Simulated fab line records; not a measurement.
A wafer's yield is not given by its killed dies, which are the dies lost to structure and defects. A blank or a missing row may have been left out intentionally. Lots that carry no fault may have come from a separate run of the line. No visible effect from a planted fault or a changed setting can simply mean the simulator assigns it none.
The same fault as seen by 2 desks / flow sky130 / each desk holds nothing but its own numbers, with what lay behind them at the end

== THE TOOL OWNER'S DESK: pvd sputter-04 ==
The tool's own readings at SKY_METAL5_SPUTTER_02 (material AlCu, target thk 1150 nm, time 61.2 s): means of the sampled wafers that have a number, for each lot that ran on this tool. If a lot's mean is further than 4 standard deviations from the usual mean, the lot is out of limits and carries the mark OUT (the distance appears in the brackets).
Columns: A = throttle valve pct at SKY_METAL5_SPUTTER_02, usual 30.1 %
lot=L876; first seen here=day 43 12:19; A=31.4
lot=L895; first seen here=day 48 14:43; A=30.8
lot=L896; first seen here=day 48 17:56; A=31.3
This desk found nothing out of limits on any of the 3 lots.

== FROM THE METROLOGY DESK ==
Means of the sampled wafers that have a number, per lot and without regard to the tool the lot ran on: this is what the gauges read. If a lot's mean is further than 4 standard deviations from the usual mean, the lot is out of limits and carries the mark OUT (the distance appears in the brackets).
Columns: A = VIA4_W_RS at SKY_VIA4_RS_MEAS_19, usual 0.2265 ohm/sq; B = VIA4_W_THK at SKY_VIA4_THK_MEAS_20, usual 513 nm; C = METAL5_ALCU_RS at SKY_METAL5_RS_MEAS_05, usual 0.02712 ohm/sq; D = METAL5_ALCU_THK at SKY_METAL5_THK_MEAS_06, usual 1145 nm
lot=L875; first seen here=day 43 05:17; A=0.2271; B=518; C=0.02683; D=1161
lot=L876; first seen here=day 43 11:47; A=0.2259; B=505; C=0.02714; D=1151
lot=L882; first seen here=day 45 10:10; A=0.2259; B=519; C=0.02703; D=1149
lot=L895; first seen here=day 48 14:11; A=0.2248; B=522; C=0.02657; D=1171
lot=L897; first seen here=day 48 14:48; A=0.2273; B=503; C=0.02714; D=1141
lot=L896; first seen here=day 48 17:24; A=0.2266; B=514; C=0.02658; D=1170
This desk found nothing out of limits on any of the 6 lots.

== TAKEN TOGETHER ==
The tool owner's desk saw nothing out of limits.
From the metrology desk's view, nothing was out of limits.

== WHAT THE SIMULATOR PUT IN ==
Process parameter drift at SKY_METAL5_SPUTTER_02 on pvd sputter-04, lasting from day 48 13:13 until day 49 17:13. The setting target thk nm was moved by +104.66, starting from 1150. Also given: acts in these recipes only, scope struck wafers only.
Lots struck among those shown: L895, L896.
